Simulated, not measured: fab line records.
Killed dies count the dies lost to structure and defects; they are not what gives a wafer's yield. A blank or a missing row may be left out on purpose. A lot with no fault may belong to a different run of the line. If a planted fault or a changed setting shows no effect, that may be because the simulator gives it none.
fab line records -- flow gf180mcu -- part 1 of 2: steps 1 to 24 of 33
record: lots: 5, wafers: 15, last_day: 33
route steps=602 shown PSD@256 NSD@262 SAB@264 SALICIDE@278 CONTACT@287
lots with no fault: from the same line, run without faults
start_h: the number of hours between the record's first day and the start of the first shown wafer of the lot -- wait_h: how many hours have passed since the lot's step before this one -- " identical to the entry in the row above -- L1.1+2: one row covering several wafers at once -- - either no value or no given start -- * or withheld: withheld -- < > ~ a bound
route shown NAME@n: NAME is a module with steps in the file, n the number in the route of the first one -- usual: mean/standard deviation of fault-free wafers -- same: alike in all rows -- chamber/n: place in a boat -- sites: each site's reading -- _std_site: standard deviation of those values -- _edge_site: inner sites' mean taken away from outer sites' mean -- radius_mm: how far each site lies from the wafer's centre -- mask NAME#n: copy n -- behind: the last tool/chamber to shape the wafer -- hold: why the lot went on hold/how many hours it stayed there/how the hold came to an end -- device: transistor that didn't switch, given as n, p or np -- end of line: at the end of the route, the tests of the same wafers -- a step without rows: its recipe alone -- killed: count of dies lost to structure and defects at first sort (not the wafer's yield) -- map: per-die view of a wafer (x killed, . not killed, _ where there is no die)
set.NAME: setting as actually run; set.NAME@STEP: the setting as run at that earlier step -- model.NAME: the simulator's own value behind a step, which no gauge read
certain route steps with their lots: each step a table, each wafer a row
services: a tool's chamber out of use, with start hour (start_h, from the record's first day; less than 0 if before it), hours out, and reason
== steps ==
step: GF_PSD_OVL_MEAS_08
usual: PSD_OVL: 0.6/1.3
lot.wafer,tool,chamber,start_h,wait_h,PSD_OVL[nm]
L074.1,overlay-01,-,322.25,0.1,-0.2
L074.2,overlay-01,-,322.25,0.1,-0.1
L074.6,overlay-01,-,322.25,0.1,0.4
L076.2,overlay-01,-,342.77,0.1,-1.3
L076.5,overlay-01,-,342.77,0.1,-0.7
L076.6,overlay-01,-,342.77,0.1,-0.9
L091.1,overlay-02,-,462.30,0.1,-0.7
L091.2,overlay-02,-,462.30,0.1,0.2
L091.5,overlay-02,-,462.30,0.1,-0.4
L092.1,overlay-01,-,467.95,0.1,-0.5
L092.2,overlay-01,-,467.95,0.1,-1.6
L092.6,overlay-01,-,467.95,0.1,-0.3
L094.1,overlay-02,-,484.75,0.1,0.0
L094.4,overlay-02,-,484.75,0.1,1.3
L094.6,overlay-02,-,484.75,0.1,1.6
step: GF_PSD_IMPLANT_09
recipe: species: BF2, energy_kev: 40, dose_cm2: 1.5e+15, tilt_deg: 7
usual: tilt_deg: 7.002/0.018
lot.wafer,tool,chamber,start_h,wait_h,tilt_deg
L074.1,implanter-04,0,322.29,0.0,7.009
L074.2,implanter-04,0,322.29,0.0,7.016
L074.6,implanter-04,0,322.29,0.0,7.029
L076.2,implanter-03,0,342.82,0.0,6.958
L076.5,implanter-03,0,342.82,0.0,6.981
L076.6,implanter-03,0,342.82,0.0,7.019
L091.1,implanter-03,0,462.34,0.0,7.006
L091.2,implanter-03,0,462.34,0.0,6.973
L091.5,implanter-03,0,462.34,0.0,6.986
L092.1,implanter-04,0,467.99,0.0,6.972
L092.2,implanter-04,0,467.99,0.0,6.983
L092.6,implanter-04,0,467.99,0.0,6.985
L094.1,implanter-03,0,484.95,0.2,6.988
L094.4,implanter-03,0,484.95,0.2,7.016
L094.6,implanter-03,0,484.95,0.2,7.024
step: GF_PSD_STRIP_10
recipe: chemistry: O2/N2, power_w: 1400, pressure_mtorr: 1500, platen_temp_c: 250, o2_flow_sccm: 3000, n2_flow_sccm: 300, overash_fraction: 0.5
usual: drypump_motor_current_A: 5.7/0.51, heater_power_w: 307/18, oes_product_au: 0.591/0.005, strip_time_to_endpoint_s: 16.53/0.043
lot.wafer,tool,chamber,start_h,wait_h,drypump_motor_current_A,heater_power_w,oes_product_au,rf_hours_counter_h,strip_time_to_endpoint_s
L074.1,plasma_asher-01,1,322.44,0.1,5.1,333,0.594,53,16.48
L074.2,plasma_asher-01,0,322.44,0.1,6.6,322,0.592,53,16.53
L074.6,plasma_asher-01,1,322.44,0.1,5.1,328,0.581,-,16.49
L076.2,plasma_asher-02,0,342.95,0.1,5.4,305,0.593,23,16.49
L076.5,plasma_asher-02,1,342.95,0.1,5.7,312,0.604,-,16.51
L076.6,plasma_asher-02,0,342.95,0.1,5.4,310,0.596,-,16.48
L091.1,plasma_asher-01,0,462.49,0.1,6.6,316,0.593,69,16.58
L091.2,plasma_asher-01,1,462.49,0.1,5.2,339,0.585,69,16.60
L091.5,plasma_asher-01,0,462.49,0.1,6.6,323,0.583,-,16.53
L092.1,plasma_asher-01,0,468.14,0.1,6.6,325,0.581,69,16.57
L092.2,plasma_asher-01,1,468.14,0.1,5.1,324,0.589,69,16.54
L092.6,plasma_asher-01,1,468.14,0.1,5.1,325,0.590,-,16.54
L094.1,plasma_asher-01,1,485.10,0.1,5.1,326,0.594,71,16.63
L094.4,plasma_asher-01,1,485.10,0.1,5.1,322,0.588,-,16.64
L094.6,plasma_asher-01,1,485.10,0.1,5.1,337,0.586,-,16.62
step: GF_PSD_TW_MEAS_11
usual: PSD_TW: 3209/44
lot.wafer,tool,chamber,start_h,wait_h,PSD_TW
L074.1,film_metro-03,-,322.54,0.1,3243
L074.2,film_metro-03,-,322.54,0.1,3252
L074.6,film_metro-03,-,322.54,0.1,3252
L076.2,film_metro-02,-,343.06,0.1,3172
L076.5,film_metro-02,-,343.06,0.1,3169
L076.6,film_metro-02,-,343.06,0.1,3167
L091.1,film_metro-01,-,462.59,0.1,3149
L091.2,film_metro-01,-,462.59,0.1,3174
L091.5,film_metro-01,-,462.59,0.1,3190
L092.1,film_metro-02,-,468.24,0.1,3181
L092.2,film_metro-02,-,468.24,0.1,3162
L092.6,film_metro-02,-,468.24,0.1,3181
L094.1,film_metro-03,-,485.20,0.1,3253
L094.4,film_metro-03,-,485.20,0.1,3261
L094.6,film_metro-03,-,485.20,0.1,3254
step: GF_PSD_CLEAN_12
recipe: chemistry: SC1/SC2, mix: 1:4:20, temp_c: 70, time_s: 150, dry: n2_spin
usual: bath_guard_temp_C: 69.9/0.32, temp_c: 70.01/0.13
lot.wafer,tool,chamber,start_h,wait_h,bath_guard_temp_C,temp_c
L074.1,wet_bench-04,0,322.60,0.1,70.2,69.96
L074.2,wet_bench-04,0,322.60,0.1,70.1,69.94
L074.6,wet_bench-04,0,322.60,0.1,70.1,69.93
L076.2,wet_bench-03,3,343.11,0.0,69.5,69.92
L076.5,wet_bench-03,3,343.11,0.0,69.7,70.03
L076.6,wet_bench-03,3,343.11,0.0,69.3,69.96
L091.1,wet_bench-04,1,462.65,0.1,69.7,69.98
L091.2,wet_bench-04,1,462.65,0.1,69.6,69.91
L091.5,wet_bench-04,1,462.65,0.1,69.7,69.81
L092.1,wet_bench-04,0,468.30,0.1,70.3,70.21
L092.2,wet_bench-04,0,468.30,0.1,70.2,69.95
L092.6,wet_bench-04,0,468.30,0.1,70.1,70.19
L094.1,wet_bench-04,0,485.26,0.1,70.3,69.90
L094.4,wet_bench-04,0,485.26,0.1,69.8,69.76
L094.6,wet_bench-04,0,485.26,0.1,70.0,69.96
step: GF_PSD_RTA_13
recipe: temp_c: 1025, time_s: 20, ambient: N2
usual: lamp_power_pct: 35/3.7, wafer_temp_C_max: 1028.5/0.75
lot.wafer,tool,chamber,start_h,wait_h,lamp_power_pct,wafer_temp_C_max
L074.1,rtp_anneal-01,0,322.70,0.0,33,1028.3
L074.2,rtp_anneal-01,0,322.70,0.0,33,1028.5
L074.6,rtp_anneal-01,0,322.70,0.0,33,1027.7
L076.2,rtp_anneal-02,0,343.17,0.0,40,1028.1
L076.5,rtp_anneal-02,0,343.17,0.0,40,1029.0
L076.6,rtp_anneal-02,0,343.17,0.0,40,1027.8
L091.1,rtp_anneal-02,0,462.70,0.0,40,1028.2
L091.2,rtp_anneal-02,0,462.70,0.0,40,1029.2
L091.5,rtp_anneal-02,0,462.70,0.0,40,1028.7
L092.1,rtp_anneal-01,0,468.35,0.0,33,1028.4
L092.2,rtp_anneal-01,0,468.35,0.0,33,1028.0
L092.6,rtp_anneal-01,0,468.35,0.0,33,1029.6
L094.1,rtp_anneal-01,0,485.31,0.0,33,1027.6
L094.4,rtp_anneal-01,0,485.31,0.0,33,1027.6
L094.6,rtp_anneal-01,0,485.31,0.0,33,1027.4
step: GF_PSD_RS_MEAS_14
recipe: thk_meas_gauge: four-point-probe
usual: NSD_RS: 46.15/0.077
lot.wafer,tool,chamber,start_h,wait_h,NSD_RS[ohm/sq]
L074.1,film_metro-01,-,322.78,0.1,46.13
L074.2,film_metro-01,-,322.78,0.1,46.12
L074.6,film_metro-01,-,322.78,0.1,46.09
L076.2,film_metro-03,-,343.26,0.1,46.17
L076.5,film_metro-03,-,343.26,0.1,46.28
L076.6,film_metro-03,-,343.26,0.1,46.21
L091.1,film_metro-03,-,462.86,0.1,46.26
L091.2,film_metro-03,-,462.86,0.1,46.22
L091.5,film_metro-03,-,462.86,0.1,46.11
L092.1,film_metro-02,-,468.44,0.1,46.01
L092.2,film_metro-02,-,468.44,0.1,46.11
L092.6,film_metro-02,-,468.44,0.1,46.08
L094.1,film_metro-01,-,485.39,0.1,46.10
L094.4,film_metro-01,-,485.39,0.1,46.02
L094.6,film_metro-01,-,485.39,0.1,46.09
step: GF_PSD_RS_MEAS_15
recipe: thk_meas_gauge: four-point-probe
usual: PSD_RS: 108.54/0.25
lot.wafer,tool,chamber,start_h,wait_h,PSD_RS[ohm/sq]
L074.1,film_metro-01,-,322.90,0.1,108.72
L074.2,film_metro-01,-,322.90,0.1,108.46
L074.6,film_metro-01,-,322.90,0.1,108.81
L076.2,film_metro-03,-,343.38,0.1,108.42
L076.5,film_metro-03,-,343.38,0.1,108.47
L076.6,film_metro-03,-,343.38,0.1,108.70
L091.1,film_metro-03,-,462.98,0.1,108.64
L091.2,film_metro-03,-,462.98,0.1,108.61
L091.5,film_metro-03,-,462.98,0.1,108.70
L092.1,film_metro-02,-,468.56,0.1,107.59
L092.2,film_metro-02,-,468.56,0.1,108.07
L092.6,film_metro-02,-,468.56,0.1,108.55
L094.1,film_metro-01,-,485.51,0.1,108.65
L094.4,film_metro-01,-,485.51,0.1,108.43
L094.6,film_metro-01,-,485.51,0.1,108.42
step: GF_SAB_CVD_00
recipe: material: SiO2, target_thk_nm: 50, precursor: TEOS, temp_c: 400, time_s: 4.9302, rf_w: 600
usual: heater_power_w: 672/91
lot.wafer,tool,chamber,start_h,wait_h,heater_power_w,since_wet_clean_h
L074.1,pecvd-03,2,323.02,0.1,721,565
L074.2,pecvd-03,1,323.02,0.1,617,565
L074.6,pecvd-03,0,323.02,0.1,715,-
L076.2,pecvd-04,2,343.48,0.1,450,808
L076.5,pecvd-04,0,343.48,0.1,653,-
L076.6,pecvd-04,2,343.48,0.1,447,-
L091.1,pecvd-03,1,463.10,0.1,734,705
L091.2,pecvd-03,0,463.10,0.1,755,705
L091.5,pecvd-03,2,463.10,0.1,691,-
L092.1,pecvd-01,1,468.68,0.1,555,294
L092.2,pecvd-01,2,468.68,0.1,588,294
L092.6,pecvd-01,1,468.68,0.1,566,-
L094.1,pecvd-01,2,485.63,0.1,643,311
L094.4,pecvd-01,0,485.63,0.1,769,-
L094.6,pecvd-01,2,485.63,0.1,633,-
step: GF_SAB_THK_MEAS_01
recipe: reads: SiO2_of_SAB_CVD_00
usual: SAB_CVD_00_THK: 49.7/0.6
lot.wafer,tool,chamber,start_h,wait_h,SAB_CVD_00_THK[nm]
L074.1,film_metro-03,-,323.04,0.0,49.3
L074.2,film_metro-03,-,323.04,0.0,49.8
L074.6,film_metro-03,-,323.04,0.0,50.7
L076.2,film_metro-02,-,343.51,0.0,49.3
L076.5,film_metro-02,-,343.51,0.0,51.2
L076.6,film_metro-02,-,343.51,0.0,50.5
L091.1,film_metro-04,-,463.12,0.0,49.2
L091.2,film_metro-04,-,463.12,0.0,49.9
L091.5,film_metro-04,-,463.12,0.0,50.4
L092.1,film_metro-02,-,468.70,0.0,49.6
L092.2,film_metro-02,-,468.70,0.0,49.4
L092.6,film_metro-02,-,468.70,0.0,49.9
L094.1,film_metro-02,-,485.65,0.0,48.6
L094.4,film_metro-02,-,485.65,0.0,49.6
L094.6,film_metro-02,-,485.65,0.0,50.5
step: GF_SAB_DEHYDRATE_02
recipe: temp_c: 200, time_s: 60
usual: resist_line_temp_C: 23.01/0.09
lot.wafer,tool,chamber,start_h,wait_h,resist_line_temp_C
L074.1,litho_track-01,0,333.16,10.1,22.95
L074.2,litho_track-01,0,333.16,10.1,23.00
L074.6,litho_track-01,0,333.16,10.1,23.01
L076.2,litho_track-04,0,353.52,10.0,22.88
L076.5,litho_track-04,0,353.52,10.0,23.00
L076.6,litho_track-04,0,353.52,10.0,22.97
L091.1,litho_track-01,0,473.66,10.5,22.93
L091.2,litho_track-01,0,473.66,10.5,23.03
L091.5,litho_track-01,0,473.66,10.5,22.98
L092.1,litho_track-01,0,480.36,11.7,23.09
L092.2,litho_track-01,0,480.36,11.7,23.15
L092.6,litho_track-01,0,480.36,11.7,23.09
L094.1,litho_track-02,0,496.58,10.9,23.00
L094.4,litho_track-02,0,496.58,10.9,22.87
L094.6,litho_track-02,0,496.58,10.9,22.89
step: GF_SAB_HMDS_03
recipe: prime_time_s: 60, prime_temp_c: 120
usual: resist_line_temp_C: 23.01/0.083
lot.wafer,tool,chamber,start_h,wait_h,resist_line_temp_C
L074.1,litho_track-01,0,333.31,0.1,22.94
L074.2,litho_track-01,0,333.31,0.1,23.12
L074.6,litho_track-01,0,333.31,0.1,23.19
L076.2,litho_track-04,0,353.67,0.1,23.24
L076.5,litho_track-04,0,353.67,0.1,23.11
L076.6,litho_track-04,0,353.67,0.1,23.14
L091.1,litho_track-01,0,473.81,0.1,23.07
L091.2,litho_track-01,0,473.81,0.1,23.07
L091.5,litho_track-01,0,473.81,0.1,23.01
L092.1,litho_track-01,0,480.51,0.1,22.91
L092.2,litho_track-01,0,480.51,0.1,22.99
L092.6,litho_track-01,0,480.51,0.1,22.93
L094.1,litho_track-02,0,496.73,0.1,22.99
L094.4,litho_track-02,0,496.73,0.1,23.12
L094.6,litho_track-02,0,496.73,0.1,23.06
step: GF_SAB_COAT_04
recipe: resist: NOVOLAK, spin_rpm: 3000, resist_thk_nm: 1000
usual: resist_line_temp_C: 22.99/0.11
lot.wafer,tool,chamber,start_h,wait_h,resist_line_temp_C
L074.1,litho_track-01,0,333.46,0.1,22.94
L074.2,litho_track-01,0,333.46,0.1,22.95
L074.6,litho_track-01,0,333.46,0.1,22.95
L076.2,litho_track-04,0,353.82,0.1,22.83
L076.5,litho_track-04,0,353.82,0.1,22.98
L076.6,litho_track-04,0,353.82,0.1,22.72
L091.1,litho_track-01,0,473.96,0.1,22.90
L091.2,litho_track-01,0,473.96,0.1,23.03
L091.5,litho_track-01,0,473.96,0.1,23.00
L092.1,litho_track-01,0,480.66,0.1,22.80
L092.2,litho_track-01,0,480.66,0.1,22.74
L092.6,litho_track-01,0,480.66,0.1,22.69
L094.1,litho_track-02,0,496.88,0.1,22.86
L094.4,litho_track-02,0,496.88,0.1,23.04
L094.6,litho_track-02,0,496.88,0.1,23.03
step: GF_SAB_SOFTBAKE_05
recipe: temp_c: 90, time_s: 60, resist: NOVOLAK
usual: resist_line_temp_C: 23.02/0.089
lot.wafer,tool,chamber,start_h,wait_h,resist_line_temp_C
L074.1,litho_track-01,0,333.61,0.1,23.01
L074.2,litho_track-01,0,333.61,0.1,23.05
L074.6,litho_track-01,0,333.61,0.1,23.18
L076.2,litho_track-04,0,353.97,0.1,23.10
L076.5,litho_track-04,0,353.97,0.1,23.21
L076.6,litho_track-04,0,353.97,0.1,23.05
L091.1,litho_track-01,0,474.11,0.1,22.98
L091.2,litho_track-01,0,474.11,0.1,23.00
L091.5,litho_track-01,0,474.11,0.1,22.81
L092.1,litho_track-01,0,480.81,0.1,22.92
L092.2,litho_track-01,0,480.81,0.1,23.04
L092.6,litho_track-01,0,480.81,0.1,23.11
L094.1,litho_track-02,0,497.03,0.1,22.91
L094.4,litho_track-02,0,497.03,0.1,23.02
L094.6,litho_track-02,0,497.03,0.1,23.02
step: GF_SAB_EXPOSE_06
recipe: mask_id: SAB, target_cd_nm: 420, na: 0.6, source_shape: conventional, sigma_outer: 0.6, dose_mj: 140
usual: stage_vel_mm_s: 500.00/0.24
lot.wafer,tool,chamber,start_h,wait_h,mask,stage_vel_mm_s
L074.1,iline_stepper-01,0,-,-,SAB#0,499.50
L074.2,iline_stepper-01,0,-,-,SAB#0,499.71
L074.6,iline_stepper-01,0,-,-,SAB#0,499.61
L076.2,iline_stepper-02,0,-,-,SAB#0,499.89
L076.5,iline_stepper-02,0,-,-,SAB#0,500.02
L076.6,iline_stepper-02,0,-,-,SAB#0,499.55
L091.1,iline_stepper-02,0,-,-,SAB#0,499.93
L091.2,iline_stepper-02,0,-,-,SAB#0,499.81
L091.5,iline_stepper-02,0,-,-,SAB#0,499.63
L092.1,iline_stepper-01,0,-,-,SAB#0,500.10
L092.2,iline_stepper-01,0,-,-,SAB#0,500.20
L092.6,iline_stepper-01,0,-,-,SAB#0,499.87
L094.1,iline_stepper-02,0,-,-,SAB#0,500.18
L094.4,iline_stepper-02,0,-,-,SAB#0,500.26
L094.6,iline_stepper-02,0,-,-,SAB#0,499.83
step: GF_SAB_PEB_07
recipe: temp_c: withheld, time_s: *, resist: NOVOLAK
usual: resist_line_temp_C: *
lot.wafer,tool,chamber,start_h,wait_h,resist_line_temp_C
L074.1,litho_track-02,0,-,-,*
L074.2,litho_track-02,0,-,-,*
L074.6,litho_track-02,0,-,-,*
L076.2,litho_track-02,0,-,-,*
L076.5,litho_track-02,0,-,-,*
L076.6,litho_track-02,0,-,-,*
L091.1,litho_track-04,0,-,-,*
L091.2,litho_track-04,0,-,-,*
L091.5,litho_track-04,0,-,-,*
L092.1,litho_track-01,0,-,-,*
L092.2,litho_track-01,0,-,-,*
L092.6,litho_track-01,0,-,-,*
L094.1,litho_track-01,0,-,-,*
L094.4,litho_track-01,0,-,-,*
L094.6,litho_track-01,0,-,-,*
step: GF_SAB_DEVELOP_08
recipe: develop_time_s: 60, dev_temp_c: 23
usual: resist_line_temp_C: 23.00/0.097
same: develop_time_s: 60
lot.wafer,tool,chamber,start_h,wait_h,resist_line_temp_C
L074.1,litho_track-02,0,343.79,0.1,23.26
L074.2,litho_track-02,0,343.79,0.1,23.12
L074.6,litho_track-02,0,343.79,0.1,23.11
L076.2,litho_track-02,0,364.61,0.1,22.86
L076.5,litho_track-02,0,364.61,0.1,22.94
L076.6,litho_track-02,0,364.61,0.1,22.82
L091.1,litho_track-04,0,486.49,0.1,22.88
L091.2,litho_track-04,0,486.49,0.1,22.82
L091.5,litho_track-04,0,486.49,0.1,22.92
L092.1,litho_track-01,0,492.71,0.1,22.97
L092.2,litho_track-01,0,492.71,0.1,23.10
L092.6,litho_track-01,0,492.71,0.1,22.99
L094.1,litho_track-01,0,509.31,0.1,22.82
L094.4,litho_track-01,0,509.31,0.1,22.97
L094.6,litho_track-01,0,509.31,0.1,22.92
step: GF_SAB_CD_MEAS_09
recipe: target_cd_nm: 420
usual: cd_nm: 419.8/2
lot.wafer,tool,chamber,start_h,wait_h,cd_nm
L074.1,cd_sem-02,-,343.94,0.1,420.9
L074.2,cd_sem-02,-,343.94,0.1,420.9
L074.6,cd_sem-02,-,343.94,0.1,420.4
L076.2,cd_sem-02,-,364.76,0.1,421.8
L076.5,cd_sem-02,-,364.76,0.1,420.8
L076.6,cd_sem-02,-,364.76,0.1,421.4
L091.1,cd_sem-02,-,486.64,0.1,421.1
L091.2,cd_sem-02,-,486.64,0.1,424.5
L091.5,cd_sem-02,-,486.64,0.1,420.3
L092.1,cd_sem-01,-,492.86,0.1,416.7
L092.2,cd_sem-01,-,492.86,0.1,415.2
L092.6,cd_sem-01,-,492.86,0.1,416.3
L094.1,cd_sem-02,-,509.46,0.1,421.3
L094.4,cd_sem-02,-,509.46,0.1,421.5
L094.6,cd_sem-02,-,509.46,0.1,422.7
step: GF_SAB_OVL_MEAS_10
usual: SAB_OVL: -0.7/1.2
lot.wafer,tool,chamber,start_h,wait_h,SAB_OVL[nm]
L074.1,overlay-02,-,344.06,0.1,-0.1
L074.2,overlay-02,-,344.06,0.1,-0.2
L074.6,overlay-02,-,344.06,0.1,-0.6
L076.2,overlay-01,-,364.86,0.1,-1.4
L076.5,overlay-01,-,364.86,0.1,-0.7
L076.6,overlay-01,-,364.86,0.1,-1.2
L091.1,overlay-02,-,486.76,0.1,-1.1
L091.2,overlay-02,-,486.76,0.1,-1.4
L091.5,overlay-02,-,486.76,0.1,-1.3
L092.1,overlay-01,-,492.98,0.1,-1.2
L092.2,overlay-01,-,492.98,0.1,-0.5
L092.6,overlay-01,-,492.98,0.1,-2.0
L094.1,overlay-01,-,509.58,0.1,-0.3
L094.4,overlay-01,-,509.58,0.1,-1.9
L094.6,overlay-01,-,509.58,0.1,-2.1
step: GF_SAB_ETCH_11
recipe: chemistry: C4F8/O2/Ar, mask_material: NOVOLAK, target: SiO2, target_depth_nm: 55, source_w: 1500, bias_w: 1200, pressure_mtorr: 40, c4f8_flow_sccm: withheld, O2_flow_sccm: 6, Ar_flow_sccm: 300, time_s: 8.5
usual: bias_w: 1200/3.9, oes_product_au: 0.999/0.0073
lot.wafer,tool,chamber,start_h,wait_h,bias_w,oes_product_au,rf_hours_counter_h
L074.1,rie_diel-02,3,344.09,0.0,1206,1.013,32
L074.2,rie_diel-02,2,344.09,0.0,1198,1.004,43
L074.6,rie_diel-02,0,344.09,0.0,1207,1.004,-
L076.2,rie_diel-04,0,364.89,0.0,1201,1.004,2
L076.5,rie_diel-04,0,364.89,0.0,1199,1.003,-
L076.6,rie_diel-04,3,364.89,0.0,1202,0.994,-
L091.1,rie_diel-01,3,486.80,0.0,1201,1.007,20
L091.2,rie_diel-01,2,486.80,0.0,1194,0.994,9
L091.5,rie_diel-01,3,486.80,0.0,1202,1.006,-
L092.1,rie_diel-02,1,493.02,0.0,1197,1.007,6
L092.2,rie_diel-02,2,493.02,0.0,1201,1.005,46
L092.6,rie_diel-02,2,493.02,0.0,1198,1.001,-
L094.1,rie_diel-01,2,509.62,0.0,1204,0.994,10
L094.4,rie_diel-01,3,509.62,0.0,1200,1.003,21
L094.6,rie_diel-01,2,509.62,0.0,1199,0.997,-
step: GF_SAB_WET_ETCH_12
recipe: chemistry: dHF, target_depth_nm: 22, dry: n2_spin, target: SiO2, temp_c: 25, dilution: 100:1, time_s: 440
usual: temp_c: 24.99/0.1
lot.wafer,tool,chamber,start_h,wait_h,temp_c
L074.1,wet_bench-03,3,344.11,0.0,25.03
L074.2,wet_bench-03,3,344.11,0.0,24.95
L074.6,wet_bench-03,3,344.11,0.0,24.90
L076.2,wet_bench-02,3,364.91,0.0,25.12
L076.5,wet_bench-02,3,364.91,0.0,25.02
L076.6,wet_bench-02,3,364.91,0.0,25.08
L091.1,wet_bench-01,0,486.82,0.0,24.93
L091.2,wet_bench-01,0,486.82,0.0,24.95
L091.5,wet_bench-01,0,486.82,0.0,25.02
L092.1,wet_bench-03,1,493.04,0.0,25.12
L092.2,wet_bench-03,1,493.04,0.0,25.03
L092.6,wet_bench-03,1,493.04,0.0,25.01
L094.1,wet_bench-03,3,509.64,0.0,25.03
L094.4,wet_bench-03,3,509.64,0.0,24.93
L094.6,wet_bench-03,3,509.64,0.0,24.93
step: GF_SAB_STRIP_13
recipe: chemistry: O2/N2, power_w: 1400, pressure_mtorr: 1500, platen_temp_c: 250, o2_flow_sccm: 3000, n2_flow_sccm: 300, overash_fraction: 0.5
usual: drypump_motor_current_A: 5.7/0.5, heater_power_w: 325/36, oes_product_au: 0.710/0.0045, strip_time_to_endpoint_s: 12.60/0.032
lot.wafer,tool,chamber,start_h,wait_h,drypump_motor_current_A,heater_power_w,oes_product_au,rf_hours_counter_h,strip_time_to_endpoint_s
L074.1,plasma_asher-04,0,344.24,0.0,5.8,282,0.719,67,12.58
L074.2,plasma_asher-04,1,344.24,0.0,5.2,272,0.714,67,12.59
L074.6,plasma_asher-04,1,344.24,0.0,5.2,278,0.710,-,12.58
L076.2,plasma_asher-01,1,365.04,0.0,5.2,321,0.712,58,12.59
L076.5,plasma_asher-01,0,365.04,0.0,6.6,322,0.711,-,12.60
L076.6,plasma_asher-01,1,365.04,0.0,5.1,334,0.707,-,12.57
L091.1,plasma_asher-03,1,486.96,0.0,6.0,385,0.709,6,12.62
L091.2,plasma_asher-03,0,486.96,0.0,5.6,344,0.707,6,12.61
L091.5,plasma_asher-03,0,486.96,0.0,5.6,346,0.705,-,12.59
L092.1,plasma_asher-01,1,493.17,0.0,5.1,323,0.717,72,12.57
L092.2,plasma_asher-01,0,493.17,0.0,6.6,322,0.720,72,12.57
L092.6,plasma_asher-01,1,493.17,0.0,5.1,333,0.711,-,12.60
L094.1,plasma_asher-03,1,509.92,0.0,6.0,391,0.705,9,12.64
L094.4,plasma_asher-03,1,509.92,0.0,6.0,389,0.719,-,12.64
L094.6,plasma_asher-03,0,509.92,0.0,5.6,332,0.714,-,12.62
step: GF_SALICIDE_CLEAN_00
recipe: chemistry: SC1/SC2, mix: 1:4:20, temp_c: 70, time_s: 150
usual: bath_guard_temp_C: 69.95/0.28, temp_c: 69.98/0.12
lot.wafer,tool,chamber,start_h,wait_h,bath_guard_temp_C,temp_c
L074.1,wet_bench-04,1,344.34,0.1,70.18,70.13
L074.2,wet_bench-04,1,344.34,0.1,69.56,69.96
L074.6,wet_bench-04,1,344.34,0.1,70.02,69.94
L076.2,wet_bench-04,3,365.14,0.1,70.04,69.89
L076.5,wet_bench-04,3,365.14,0.1,70.22,69.93
L076.6,wet_bench-04,3,365.14,0.1,70.03,69.74
L091.1,wet_bench-04,2,487.06,0.1,69.83,69.96
L091.2,wet_bench-04,2,487.06,0.1,69.71,69.90
L091.5,wet_bench-04,2,487.06,0.1,69.68,69.83
L092.1,wet_bench-04,0,493.27,0.1,70.18,69.76
L092.2,wet_bench-04,0,493.27,0.1,70.06,69.93
L092.6,wet_bench-04,0,493.27,0.1,70.18,69.87
L094.1,wet_bench-04,2,510.02,0.1,69.63,70.04
L094.4,wet_bench-04,2,510.02,0.1,70.23,70.01
L094.6,wet_bench-04,2,510.02,0.1,69.75,69.99
step: GF_SALICIDE_WET_ETCH_01
recipe: chemistry: dHF, target_depth_nm: 5, dry: ipa_marangoni, target: SiO2, temp_c: 25, dilution: 100:1, time_s: 100
usual: temp_c: 25.02/0.099
lot.wafer,tool,chamber,start_h,wait_h,temp_c
L074.1,wet_bench-03,3,344.39,0.0,25.20
L074.2,wet_bench-03,3,344.39,0.0,25.16
L074.6,wet_bench-03,3,344.39,0.0,25.12
L076.2,wet_bench-01,0,365.20,0.0,25.01
L076.5,wet_bench-01,0,365.20,0.0,25.04
L076.6,wet_bench-01,0,365.20,0.0,25.01
L091.1,wet_bench-03,2,487.11,0.0,24.94
L091.2,wet_bench-03,2,487.11,0.0,25.07
L091.5,wet_bench-03,2,487.11,0.0,24.96
L092.1,wet_bench-01,3,493.32,0.0,25.08
L092.2,wet_bench-01,3,493.32,0.0,24.88
L092.6,wet_bench-01,3,493.32,0.0,24.82
L094.1,wet_bench-01,1,510.07,0.0,24.97
L094.4,wet_bench-01,1,510.07,0.0,25.06
L094.6,wet_bench-01,1,510.07,0.0,25.01
